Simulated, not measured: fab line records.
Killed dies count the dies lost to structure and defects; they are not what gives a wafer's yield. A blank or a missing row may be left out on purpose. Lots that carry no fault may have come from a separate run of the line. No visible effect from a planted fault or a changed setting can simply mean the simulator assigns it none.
fab line records	flow sky130
record: lots: 5	wafers: 14	last-day: 50
route steps=708 shown LOCAL_INTERCONNECT@403 CONTACT@406
lots untouched by any fault: they come from a run of this same line in which no faults occurred
start-h: hours from the record's first day to the start of the lot's first wafer shown	wait-h: time in hours since the lot's previous step	" as in the row above	L1.1+2: one row covering several wafers at once	- either no value or no given start	* or withheld: withheld	< > ~ a bound
route shown NAME@n: names a module that has steps shown in the file, with the first one's number in the route	usual: average and standard deviation across the fault-free wafers	same: alike in all rows	chamber/n: place in a boat	sites: the reading at each site	_std_site: how widely they spread, as a standard deviation	_edge_site: inner sites' mean taken away from outer sites' mean	radius-mm: for every site, how far away it sits from the centre of the wafer	mask NAME#n: copy n	behind: the most recent tool/chamber to have shaped the wafer	hold: the reason the lot was held/the length of the hold in hours/how it ended	device: names the non-switching transistor (n, p or np)	end of line: at the end of the route, the tests of the same wafers	for a step that has no rows: nothing shown but its recipe	killed: dies that structure and defects cost at the first sort, which is not the same as the wafer's yield	map: a wafer's dies, marking killed ones x, the rest . and places with no die _
set.NAME: the setting that was run; set.NAME@STEP: the one run at that earlier step	model.NAME: the simulator's own value behind a step, which no gauge read
a table for each step, a row for each wafer; lots at some steps of the route
services: from which hour (start-h, from the record's first day; less than 0 if before it) a tool's chamber was out of use, for how many hours, and why
== steps ==
step: SKY_LOCAL_INTERCONNECT_STRIP_16
recipe: chemistry: post-etch-residue-remover	time-s: 1200	temp-c: 72.5
step: SKY_LOCAL_INTERCONNECT_CLEAN_17
recipe: chemistry: IPA	time-s: 180	temp-c: 25
step: SKY_LOCAL_INTERCONNECT_CLEAN_18
recipe: chemistry: O3/DIW	dry: n2-spin
step: SKY_CONTACT_CVD_00
recipe: material: Si3N4	target-thk-nm: 75	temp-c: 400	time-s: withheld	rf-w: 450
usual: heater-power-w: 685/100
lot.wafer	tool	chamber	start-h	wait-h	heater-power-w
L915.3	pecvd-02	0	711.35	0.0	646
L915.4	"	2	"	"	450
L915.5	"	0	"	"	642
L920.1	pecvd-02	2	758.21	0.0	550
L920.2	"	1	"	"	625
L920.4	"	1	"	"	648
L928.1	pecvd-01	1	820.36	0.0	643
L928.4	"	2	"	"	708
L935.1	pecvd-02	2	867.35	0.0	546
L935.2	"	1	"	"	644
L935.3	"	0	"	"	632
L936.2	pecvd-01	0	871.30	0.0	896
L936.4	"	1	"	"	613
L936.6	"	2	"	"	697
step: SKY_CONTACT_THK_MEAS_01
recipe: reads: Si3N4_of_CONTACT_CVD_00
usual: CONTACT_CVD_00_THK: 74.8/1.1
lot.wafer	tool	chamber	start-h	wait-h	CONTACT_CVD_00_THK[nm]
L915.3	film-metro-02	-	711.40	-	75.7
L915.4	"	-	"	"	77.0
L915.5	"	-	"	"	76.6
L920.1	film-metro-02	-	758.24	-	74.4
L920.2	"	-	"	"	72.6
L920.4	"	-	"	"	74.3
L928.1	film-metro-01	-	820.41	-	72.2
L928.4	"	-	"	"	74.5
L935.1	film-metro-03	-	867.38	-	74.8
L935.2	"	-	"	"	74.6
L935.3	"	-	"	"	73.6
L936.2	film-metro-01	-	871.34	-	74.5
L936.4	"	-	"	"	74.6
L936.6	"	-	"	"	75.2
step: SKY_CONTACT_HDPCVD_02
recipe: material: SiO2	target-thk-nm: 565	sigma-open-frac: 0.3	time-s: 94.2	temp-c: 600	sih4-flow-sccm: 60	pressure-mtorr: 6
step: SKY_CONTACT_THK_MEAS_03
recipe: reads: SiO2_of_CONTACT_HDPCVD_02
usual: CONTACT_HDPCVD_THK: 565/7.1
lot.wafer	tool	chamber	start-h	wait-h	CONTACT_HDPCVD_THK[nm]
L915.3	film-metro-01	-	711.53	0.1	570
L915.4	"	-	"	"	569
L915.5	"	-	"	"	574
L920.1	film-metro-02	-	758.37	0.0	563
L920.2	"	-	"	"	555
L920.4	"	-	"	"	560
L928.1	film-metro-02	-	820.54	0.0	556
L928.4	"	-	"	"	562
L935.1	film-metro-02	-	867.51	0.0	564
L935.2	"	-	"	"	565
L935.3	"	-	"	"	567
L936.2	film-metro-01	-	871.47	0.0	569
L936.4	"	-	"	"	562
L936.6	"	-	"	"	569
step: SKY_CONTACT_CMP_04
recipe: material: SiO2	down-force-psi: 4	platen-rpm: 60	pad-velocity-m-s: 0.94248
usual: edge-zone-pressure-frac: 1.000/0.0047	motor-current-A: 12.3/1.7	time-to-endpoint-s: 81/4.5
lot.wafer	tool	chamber	start-h	wait-h	edge-zone-pressure-frac	motor-current-A	time-to-endpoint-s
L915.3	cmp-01	0	711.62	0.1	1.001	13.1	83
L915.4	"	1	"	"	0.999	9.1	85
L915.5	"	3	"	"	0.997	11.9	87
L920.4	cmp-01	3	758.43	0.0	1.003	11.6	80
L920.1	"	0	"	"	1.003	13.9	80
L920.2	"	1	"	"	1.000	8.7	73
L928.1	cmp-01	1	820.60	0.1	1.006	9.0	76
L928.4	"	2	"	"	1.003	13.3	78
L935.1	cmp-01	3	867.85	0.3	0.998	11.7	89
L935.2	"	0	"	"	0.993	14.4	83
L935.3	"	1	"	"	1.006	9.4	88
L936.4	cmp-01	0	871.78	0.3	0.999	13.6	86
L936.2	"	1	"	"	0.999	9.4	89
L936.6	"	3	"	"	0.995	12.2	90
step: SKY_CONTACT_BOW_MEAS_05
recipe: mode: bow
usual: CONTACT_BOW: 82/7.3
lot.wafer	tool	chamber	start-h	wait-h	CONTACT_BOW[um]
L915.3	film-metro-02	-	711.91	0.2	96
L915.4	"	-	"	"	87
L915.5	"	-	"	"	86
L920.1	film-metro-01	-	758.73	0.2	84
L920.2	"	-	"	"	70
L920.4	"	-	"	"	78
L928.1	film-metro-03	-	820.90	0.2	96
L928.4	"	-	"	"	94
L935.1	film-metro-02	-	868.15	0.2	79
L935.2	"	-	"	"	95
L935.3	"	-	"	"	86
L936.2	film-metro-03	-	872.00	0.1	82
L936.4	"	-	"	"	78
L936.6	"	-	"	"	95
step: SKY_CONTACT_DEHYDRATE_06
recipe: temp-c: 200	time-s: 60
step: SKY_CONTACT_HMDS_07
recipe: prime-time-s: 60	prime-temp-c: 120
step: SKY_CONTACT_COAT_08
recipe: resist: BARC	temp-c: withheld	time-s: withheld	spin-rpm: 3000	resist-thk-nm: 60
step: SKY_CONTACT_COAT_09
recipe: resist: KrF-thick	spin-rpm: 3000	resist-thk-nm: 450
usual: chill-plate-temp-C: 23.00/0.086
lot.wafer	tool	chamber	start-h	wait-h	chill-plate-temp-C	model.KrF-thick_of_CONTACT_COAT_09.thk-nm
L915.3	litho-track-02	0	725	-	23.05	452.7
L915.4	"	0	"	"	22.91	452.3
L915.5	"	0	"	"	23.06	450.6
L920.1	litho-track-04	0	772	-	23.02	450.7
L920.2	"	0	"	"	22.85	450.9
L920.4	"	0	"	"	23.00	451.4
L928.1	litho-track-02	0	833	-	22.94	568.9
L928.4	"	0	"	"	23.12	567.2
L935.1	litho-track-01	0	881	-	23.06	449.1
L935.2	"	0	"	"	23.00	447.4
L935.3	"	0	"	"	22.96	450.5
L936.2	litho-track-04	0	884	-	22.88	451.9
L936.4	"	0	"	"	23.00	451.9
L936.6	"	0	"	"	22.88	449.3
step: SKY_CONTACT_SOFTBAKE_10
recipe: temp-c: 100	time-s: 90	resist: KrF-thick
step: SKY_CONTACT_EXPOSE_11
recipe: mask-id: CTM1	na: 0.8	source-shape: annular	sigma-inner: 0.55	sigma-outer: 0.85	target-cd-nm: 170	dose-mj: 38
step: SKY_CONTACT_PEB_12
recipe: peb-temp-c: withheld	peb-time-s: withheld	resist: KrF-thick
step: SKY_CONTACT_DEVELOP_13
recipe: develop-time-s: 60	resist: KrF-thick	dev-temp-c: 21
step: SKY_CONTACT_CD_MEAS_14
recipe: target-cd-nm: 170
usual: cd-nm: 170.3/1.7
lot.wafer	tool	chamber	start-h	wait-h	cd-nm
L915.3	cd-sem-02	-	739.37	-	169.8
L915.4	"	-	"	"	168.7
L915.5	"	-	"	"	167.8
L920.1	cd-sem-01	-	785.31	-	169.4
L920.2	"	-	"	"	170.2
L920.4	"	-	"	"	170.8
L928.1	cd-sem-01	-	847.41	-	166.1
L928.4	"	-	"	"	165.3
L935.1	cd-sem-02	-	893.91	-	169.3
L935.2	"	-	"	"	169.6
L935.3	"	-	"	"	169.0
L936.2	cd-sem-01	-	896.98	-	168.1
L936.4	"	-	"	"	169.4
L936.6	"	-	"	"	170.1
step: SKY_CONTACT_OVL_MEAS_15
usual: CONTACT_OVL: 4/5.1
lot.wafer	tool	chamber	start-h	wait-h	CONTACT_OVL[nm]
L915.3	overlay-02	-	739.46	0.1	3
L915.4	"	-	"	"	-3
L915.5	"	-	"	"	6
L920.1	overlay-02	-	785.43	0.1	6
L920.2	"	-	"	"	3
L920.4	"	-	"	"	-4
L928.1	overlay-02	-	847.53	0.1	-2
L928.4	"	-	"	"	10
L935.1	overlay-02	-	894.03	0.1	3
L935.2	"	-	"	"	-1
L935.3	"	-	"	"	6
L936.2	overlay-01	-	897.09	0.1	3
L936.4	"	-	"	"	-3
L936.6	"	-	"	"	3
step: SKY_CONTACT_ETCH_16
recipe: chemistry: N2/H2	target: BARC	ion-energy-ev: 200	source-w: 500	bias-w: 100	pressure-mtorr: 30	n2-flow-sccm: 100	h2-flow-sccm: 200	stop-on: SiO2	time-s: 45.9	target-depth-a: 600
usual: drypump-motor-current-A: 5.7/0.43	oes-product-au: 0.855/0.0041	throttle-valve-pct: 13.224/0.0097
lot.wafer	tool	chamber	start-h	wait-h	drypump-motor-current-A	oes-product-au	rf-hours-counter-h	throttle-valve-pct	model.CONTACT.cd-nm
L915.3	rie-diel-02	2	739.48	0.0	5.7	0.856	13	13.198	170.1
L915.4	"	2	"	"	5.7	0.864	-	13.206	169.1
L915.5	"	3	"	"	5.1	0.852	-	13.228	168.5
L920.1	rie-diel-02	0	785.47	0.0	5.8	0.859	5	13.215	169.9
L920.2	"	2	"	"	5.7	0.856	15	13.229	169.9
L920.4	"	3	"	"	5.1	0.851	-	13.218	170.3
L928.1	rie-diel-02	2	847.57	0.0	5.7	0.853	17	13.219	165.6
L928.4	"	3	"	"	5.1	0.854	19	13.218	165.1
L935.1	rie-diel-02	1	894.07	0.0	5.4	0.858	3	13.214	169
L935.2	"	0	"	"	5.8	0.858	9	13.212	168.8
L935.3	"	2	"	"	5.7	0.851	19	13.217	168.8
L936.2	rie-diel-01	0	897.12	0.0	5.5	0.858	15	13.228	167.1
L936.4	"	3	"	"	5.5	0.856	15	13.233	169.4
L936.6	"	3	"	"	5.5	0.855	-	13.229	169.9
step: SKY_CONTACT_ETCH_17
recipe: target: SiO2	chemistry: C4F8/O2/Ar	stop-on: Si3N4	mask-material: KrF-thick	source-w: 1500	bias-w: 1200	pressure-mtorr: 40	c4f8-flow-sccm: withheld	O2_flow_sccm: 6	Ar_flow_sccm: 300	time-s: withheld	target-depth-a: 3400
usual: oes-product-au: 0.891/0.0047
lot.wafer	tool	chamber	start-h	wait-h	oes-product-au
L915.3	rie-diel-02	2	739.53	0.0	0.889
L915.4	"	2	"	"	0.887
L915.5	"	3	"	"	0.889
L920.1	rie-diel-02	0	785.51	0.0	0.887
L920.2	"	2	"	"	0.893
L920.4	"	3	"	"	0.896
L928.1	rie-diel-02	2	847.61	0.0	0.892
L928.4	"	3	"	"	0.884
L935.1	rie-diel-02	1	894.11	0.0	0.896
L935.2	"	0	"	"	0.896
L935.3	"	2	"	"	0.896
L936.2	rie-diel-01	0	897.16	0.0	0.895
L936.4	"	3	"	"	0.892
L936.6	"	3	"	"	0.897
step: SKY_CONTACT_ETCH_18
recipe: target: Si3N4	chemistry: CHF3/O2	stop-on: TiN	source-w: 600	bias-w: 200	pressure-mtorr: 40	chf3-flow-sccm: 50	O2_flow_sccm: 5	time-s: 39	target-depth-a: 750
usual: drypump-motor-current-A: 5.7/0.43	oes-product-au: 0.854/0.0086	throttle-valve-pct: 8.793/0.01
lot.wafer	tool	chamber	start-h	wait-h	drypump-motor-current-A	oes-product-au	rf-hours-counter-h	throttle-valve-pct	model.KrF-thick_of_CONTACT_COAT_09.thk-nm	model.CONTACT.cd-nm
L915.3	rie-diel-02	2	-	-	5.7	0.862	13	8.795	249.4	169.9
L915.4	"	2	"	"	5.7	0.860	-	8.803	249.3	168.8
L915.5	"	3	"	"	5.1	0.867	-	8.780	244.5	168.8
L920.1	rie-diel-02	0	-	-	5.8	0.855	5	8.784	240.7	169.8
L920.2	"	2	"	"	5.7	0.843	15	8.786	249.2	169.8
L920.4	"	3	"	"	5.1	0.845	-	8.801	245.8	170.8
L928.1	rie-diel-02	2	-	-	5.7	0.837	17	8.795	365.7	165.4
L928.4	"	3	"	"	5.0	0.853	19	8.787	361.1	165.4
L935.1	rie-diel-02	1	-	-	5.4	0.851	3	8.810	239.7	169
L935.2	"	0	"	"	5.8	0.850	9	8.780	237.6	168.7
L935.3	"	2	"	"	5.7	0.850	19	8.792	247.7	168.3
L936.2	rie-diel-01	0	-	-	5.4	0.853	15	8.801	242.4	167
L936.4	"	3	"	"	5.5	0.855	15	8.793	245	169.6
L936.6	"	3	"	"	5.5	0.855	-	8.786	243.1	170
step: SKY_CONTACT_STRIP_19
recipe: chemistry: O2/N2	power-w: 1400	pressure-mtorr: 1500	platen-temp-c: withheld	o2-flow-sccm: 3000	n2-flow-sccm: 300	overash-fraction: 0.5
usual: drypump-motor-current-A: 5.6/0.64	oes-product-au: 0.380/0.0049	strip-time-to-endpoint-s: 3.60/0.034
same: overash-fraction: 0.5
lot.wafer	tool	chamber	start-h	wait-h	drypump-motor-current-A	oes-product-au	rf-hours-counter-h	strip-time-to-endpoint-s
L915.3	plasma-asher-01	0	739.65	-	5.0	0.379	-	3.68
L915.4	"	1	"	"	4.8	0.378	-	3.67
L915.5	"	1	"	"	4.8	0.374	-	3.66
L920.1	plasma-asher-01	1	785.60	-	4.8	0.376	68	3.59
L920.2	"	0	"	"	5.0	0.380	68	3.69
L920.4	"	0	"	"	5.0	0.383	-	3.65
L928.1	plasma-asher-02	1	847.70	-	5.8	0.430	35	4.90
L928.4	"	1	"	"	5.8	0.440	-	4.86
L935.1	plasma-asher-01	1	894.20	-	4.8	0.386	79	3.59
L935.2	"	0	"	"	5.0	0.384	79	3.56
L935.3	"	1	"	"	4.8	0.374	-	3.67
L936.2	plasma-asher-01	0	897.25	-	5.0	0.374	79	3.61
L936.4	"	1	"	"	4.8	0.384	-	3.65
L936.6	"	1	"	"	4.8	0.380	-	3.62
step: SKY_CONTACT_STRIP_20
recipe: chemistry: post-etch-residue-remover	time-s: 1200	temp-c: 72.5
== services ==
tool	chamber	start-h	hours	kind
plasma-asher-01	-	690.03	4.9	repair
pecvd-01	-	691.79	6.0	pm
pecvd-01	-	699.93	1.5	repair
rie-diel-01	-	704.60	0.2	repair
cmp-01	-	706.03	0.3	repair
plasma-asher-01	-	708.49	2.0	repair
pecvd-01	0	725.91	6.0	repair
pecvd-01	1	728.91	7.9	repair
pecvd-02	-	733.68	4.3	pm
plasma-asher-02	-	741.02	45.4	pm
cmp-01	-	744.26	4.0	pm
cmp-01	-	768.22	3.5	pm
rie-diel-02	1	777.06	2.8	repair
rie-diel-02	1	779.86	-	clean
rie-diel-01	3	789.33	13.5	repair
cmp-01	-	792.67	9.6	pm
pecvd-01	-	825.47	28.1	pm
rie-diel-02	-	829.29	2.8	pm
plasma-asher-02	-	837.87	0.9	repair
rie-diel-02	1	848.22	6.2	repair
rie-diel-01	0	859.72	4.0	repair
pecvd-02	-	869.05	2.8	pm
plasma-asher-01	-	879.74	0.4	repair
pecvd-01	0	880.77	3.9	repair
== key ==
first-sign: step: SKY_CONTACT_CD_MEAS_14	reading: cd-nm	direction: down	sigmas: 2.7	usual: 170.3	struck: 165.7
effect: step: SKY_CONTACT_STRIP_19	reading: strip-time-to-endpoint-s	direction: up	sigmas: 37	usual: *	struck: *
model-effect: step: SKY_CONTACT_COAT_09	value: KrF-thick_of_CONTACT_COAT_09.thk-nm	without: 451.5	struck: 568
model-effect: step: SKY_CONTACT_ETCH_16	value: CONTACT.cd-nm	without: 169	struck: 165.4
model-effect: step: SKY_CONTACT_ETCH_18	value: KrF-thick_of_CONTACT_COAT_09.thk-nm	without: 246.9	struck: 363.4
met-at SKY_CONTACT_COAT_09
struck-wafers L928.1,L928.4
sort-left-out L928.1,L928.4
tester-left-out L928
onset-between 725 833
fault: kind: process-parameter-drift	tool: litho-track-02	chamber: -	onset-h: 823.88	steps: SKY_CONTACT_COAT_09	channel: resist-thk-nm	offset: 116.12	shape: step	end-h: 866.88	scope: struck-wafers-only	acts-in: these-recipes-only	stated: 450
tester-left-out: of these lots the tester's yield and bins aren't shown, on N5 and GAA mostly nor the transistor test; their killed dies are dies lost to structure and defects alone, not to doping, threshold or leakage, so they don't give the yield
sort-left-out: the simulated sort isn't trusted on such a fault, so these wafers' sort isn't shown, and their yield isn't known
